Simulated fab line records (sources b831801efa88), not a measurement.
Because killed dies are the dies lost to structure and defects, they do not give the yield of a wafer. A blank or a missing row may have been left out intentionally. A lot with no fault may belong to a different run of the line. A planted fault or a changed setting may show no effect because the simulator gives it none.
A single fault, viewed from 2 desks -- flow gf180mcu -- each desk holds nothing but its own numbers, with what lay behind them at the end

AT THE TOOL OWNER'S DESK: implanter-03
The tool's own readings at GF_NSD_IMPLANT_09, given as means over the sampled wafers that have a number, one for each lot that went through this tool. Marked OUT: a lot whose mean sits more than 4 standard deviations from the usual mean, which makes it out of limits; the brackets give that distance.
Columns: A = dose ions cm2 at GF_NSD_IMPLANT_09, usual 4e+15; B = faraday current uA at GF_NSD_IMPLANT_09, usual 13118
lot,first seen here,A,B
L150,day 13 07:32,4e+15,13751
L157,day 16 04:11,4e+15,13830
L158,day 16 07:56,4e+15,14105
L160,day 16 19:47,4e+15,14018
L171,day 20 11:59,4e+15 (-43) OUT,14047
L172,day 20 18:38,4e+15 (-43) OUT,13919
This desk finds L171, L172 out of limits, L171 being first, at day 20 11:59 (dose ions cm2 at GF_NSD_IMPLANT_09). L150, L157, L158, L160 stayed within limits.

THE METROLOGY DESK
What the gauges read for every lot (on any tool): the sampled wafers with a number, averaged. Marked OUT: a lot whose mean sits more than 4 standard deviations from the usual mean, which makes it out of limits; the brackets give that distance.
Columns: A = cd nm at GF_POLY_GATE_CD_MEAS_18, usual 280.4 nm; B = HV_LDD_03_OVL at GF_HV_LDD_OVL_MEAS_47, usual 0.9 nm; C = NSD_RS at GF_PSD_RS_MEAS_14, usual 46.13 ohm/sq; D = SAB_CVD_00_THK at GF_SAB_THK_MEAS_01, usual 49.9 nm
lot,first seen here,A,B,C,D
L150,day 9 07:11,280.3,-0.3,46.19,49.9
L152,day 10 11:25,278.0,2.9,46.16,49.0
L155,day 10 20:04,281.5,0.7,46.00,49.8
L156,day 11 09:29,281.8,-0.4,46.16,49.6
L157,day 11 17:46,282.9,0.7,46.19,49.9
L158,day 11 21:05,278.2,1.6,46.14,49.1
L159,day 11 23:34,280.6,0.6,46.16,49.9
L160,day 12 07:28,279.9,1.6,46.15,49.7
L161,day 12 13:07,282.2,1.2,46.19,50.5
L163,day 13 03:28,281.2,-0.4,46.05,50.3
L171,day 15 11:17,280.6,0.8,46.43,49.8
L172,day 15 16:21,279.8,-0.5,46.31,50.2
This desk's finding: nothing out of limits on any of the 12 lots.

ALL TOGETHER
The tool owner's desk had the chance to raise an alarm at day 20 11:59 on L171, L172.
Nothing out of limits was seen by the metrology desk.
The metrology desk has L171, L172 on record, within its limits.
Every lot named ran GF_NSD_IMPLANT_09 on implanter-03.

WHAT WAS PUT IN BY THE SIMULATOR
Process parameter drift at GF_NSD_IMPLANT_09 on implanter-03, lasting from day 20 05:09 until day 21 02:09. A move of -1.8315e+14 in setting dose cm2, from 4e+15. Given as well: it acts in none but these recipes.
Struck lots among those shown: L171, L172.
How many hours passed from the start of the fault until each desk's first out-of-limits reading: the tool owner's desk, 7.
